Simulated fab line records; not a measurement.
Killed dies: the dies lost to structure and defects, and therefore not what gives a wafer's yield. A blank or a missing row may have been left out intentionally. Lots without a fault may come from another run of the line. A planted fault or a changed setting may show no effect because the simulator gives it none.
Problem report, 8D (eight disciplines) form, completed by code || flow sky130 || the parts of the form that need people (team, actions taken, sign-off) are left out

1. PROBLEM STATEMENT
Wafers without a fault read 0.9 %, standard deviation 0.4; sort_bin_3_pad_short at SKY_PAD_OPEN_PROBE_99 reads a mean of 4.4 % on 6 wafers belonging to 2 lots. Relative to the usual mean, that is a shift of +8.8 standard deviations.
Seen first at day 47 09:47 on prober-01, wafer L607.3. At this step, 9 wafers from 3 lots have a number in the record. By rule, "out" or "out of limits" means more than 4 standard deviations away from the usual mean. All remaining wafers that have a number are taken as sound.

2. WHAT IT IS AND WHAT IT IS NOT
{"question": "which readings at this step", "is": "sort_bin_3_pad_short, killed_at_M0_to_M3", "is not": "killed_at_M4_up, killed at contacts, killed at other, killed open, killed short, sort_bin_6_memory, sort_bin_8_speed"}
{"question": "which lots", "is": "L607, L608", "is not": "L619"}
{"question": "which wafers of those lots", "is": "all that have a number", "is not": "-"}
{"question": "read on which tools", "is": "prober-01, prober-02", "is not": "-"}
{"question": "when", "is": "from day 47 09:47", "is not": "up to then (0 sound wafers); but 3 sound wafers of L619 came after"}

3. WHAT RULES OUT EACH SUSPECT
Counting: a tool stays on the suspect list if, at a process step up to the reading, it processed all lots that are out and no sound lot following the first of them.
- pvd sputter-04 at SKY_METAL3_SPUTTER_04 (material TiN, target thk 70 nm, time 58.3 s): ruled out as a lasting fault. Sound lots L619 ran on it after its first lot that is out, L607 (day 38 08:18).
Left after counting: nothing in the record.

4. THE CAUSE (what the simulator had put in)
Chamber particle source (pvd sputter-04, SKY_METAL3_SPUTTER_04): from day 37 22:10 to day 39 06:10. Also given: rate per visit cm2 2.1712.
The count ruled it out by mistake, since the rule takes a fault to strike every lot its tool runs from the start of the fault on, and this one did not do so.

5. THE EFFECT CHAIN, in route order
Each row: a reading where the mean over the struck wafers with a number is more than 3 standard deviations away from the usual. Scope: only readings with a usual standard deviation given in the record; hours: median across lots of the time from each lot's start at the first step in this table that gives one to its start at this step; sigmas: change in usual standard deviations.
{"hours": 0, "step": "SKY_PAD_OPEN_PROBE_99", "reading": "defect limited yield", "usual": "82.7 %", "on struck wafers": 72.9, "change": -9.8, "sigmas": -5.4}
{"hours": 0, "step": "SKY_PAD_OPEN_PROBE_99", "reading": "killed_at_M0_to_M3", "usual": 42, "on struck wafers": 97, "change": "+55", "sigmas": "+7.4"}
{"hours": 0, "step": "SKY_PAD_OPEN_PROBE_99", "reading": "killed dies", "usual": 85, "on struck wafers": 133, "change": "+48", "sigmas": "+5.4"}
{"hours": 0, "step": "SKY_PAD_OPEN_PROBE_99", "reading": "sort_bin_3_pad_short", "usual": "0.9 %", "on struck wafers": 4.4, "change": "+3.5", "sigmas": "+8.8"}
{"hours": 0, "step": "SKY_PAD_OPEN_PROBE_99", "reading": "sort_bin_5_function", "usual": "10.1 %", "on struck wafers": 16.7, "change": "+6.6", "sigmas": "+4.1"}
{"hours": 0, "step": "SKY_PAD_OPEN_PROBE_99", "reading": "sort n pass", "usual": 407, "on struck wafers": 359, "change": -48, "sigmas": -5.4}
{"hours": 0, "step": "SKY_PAD_OPEN_PROBE_99", "reading": "sort yield pct", "usual": "82.7 %", "on struck wafers": 72.9, "change": -9.8, "sigmas": -5.4}
The process steps in it:
- SKY_PAD_OPEN_PROBE_99

6. HOW IT WOULD HAVE BEEN CAUGHT EARLIER
228 hours passed between the start of the fault at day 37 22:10 and the first reading out of limits in this record, taken at day 47 09:47.
Tool readings at SKY_METAL3_SPUTTER_04 with a usual standard deviation given in the record: none out on any struck wafer, hence no alarm at a limit of 4 standard deviations on them.
